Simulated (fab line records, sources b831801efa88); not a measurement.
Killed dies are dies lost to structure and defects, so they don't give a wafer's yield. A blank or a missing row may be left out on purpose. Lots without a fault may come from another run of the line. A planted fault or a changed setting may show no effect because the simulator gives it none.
Problem report in the 8D (eight disciplines) form, filled by code | flow gf180mcu | the parts of the form that need people (team, actions taken, sign-off) are left out

1. THE PROBLEM
HV_LDD_TW at GF_HV_LDD_TW_MEAS_11 reads a mean of 2284 on 6 wafers of 2 lots; wafers without a fault read 2415 with a standard deviation of 27. That is -4.8 standard deviations from the usual mean.
First seen on wafer L645.3, day 12 14:59, on film_metro-01. The record holds 41 wafers of 14 lots with a number at this step. Rule for "out", or "out of limits": more than 4 standard deviations from the usual mean. The other wafers with a number count as sound.

2. WHAT IT IS AND WHAT IT IS NOT
question                    | is                           | is not
which readings at this step | HV_LDD_TW                    | -
which lots                  | L645, L646                   | L637, L638, L639, L640, L643, L644, L655, L656, L657, L658, L659, L660
which wafers of those lots  | all that have a number       | -
read on which gauges        | film_metro-01, film_metro-04 | film_metro-03
when                        | from day 12 14:59            | up to then (17 sound wafers); but 18 sound wafers of L655, L656, L657, L658, L659, L660 came after

3. SUSPECTS, AND WHAT RULES EACH OUT
Counting: a tool at a process step up to the reading stays a suspect if it ran every lot that is out and no sound lot after the first of them.
- the gauge at GF_HV_LDD_TW_MEAS_11: ruled out. The wafers that are out were read on 2 gauges (film_metro-01, film_metro-04).
- implanter-03 at GF_HV_LDD_IMPLANT_09: ruled out as a lasting fault. Sound lots L655, L659, L660 ran on it after its first lot that is out, L645 (day 12 14:46).
Left after counting: nothing in the record.

4. THE CAUSE (what the simulator had put in)
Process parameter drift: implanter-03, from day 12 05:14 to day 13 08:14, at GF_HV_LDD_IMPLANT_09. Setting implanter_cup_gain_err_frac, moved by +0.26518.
Counting ruled it out, wrongly: the rule takes a fault to strike every lot that its tool runs from its start on, and this one did not.

5. THE CHAIN OF EFFECTS, in route order
Each row: a reading whose mean over the struck wafers that have a number lies more than 3 standard deviations from the usual. Only readings for which the record gives a usual standard deviation are gone through. hours: the time from each lot's start at the first step in this table that gives one to its start at this step, as a median over the lots. sigmas: the change in usual standard deviations.
hours | step                 | reading            | usual        | on struck wafers | change | sigmas
0     | GF_HV_LDD_IMPLANT_09 | beam_on_s          | 10.01 s      | 8.00             | -2.01  | -10
0     | GF_HV_LDD_IMPLANT_09 | faraday_current_uA | 563          | 705              | +142   | +13
0     | GF_HV_LDD_TW_MEAS_11 | HV_LDD_TW          | 2415         | 2284             | -130   | -4.8
64    | GF_HV_LDD_RS_MEAS_53 | HV_LDD_RS          | 418.1 ohm/sq | 461.6            | +43.5  | +46
The process steps in it:
- GF_HV_LDD_IMPLANT_09

6. WHAT WOULD HAVE CAUGHT IT SOONER
In this record the first reading out of limits at a measuring or inspecting step was taken at day 12 14:59, 10 hours after the fault began at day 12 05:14.
The tool's own readings at GF_HV_LDD_IMPLANT_09 were out on every struck wafer that the step has a row for (beam_on_s, faraday_current_uA): an alarm limit on them would have fired on the first of those.
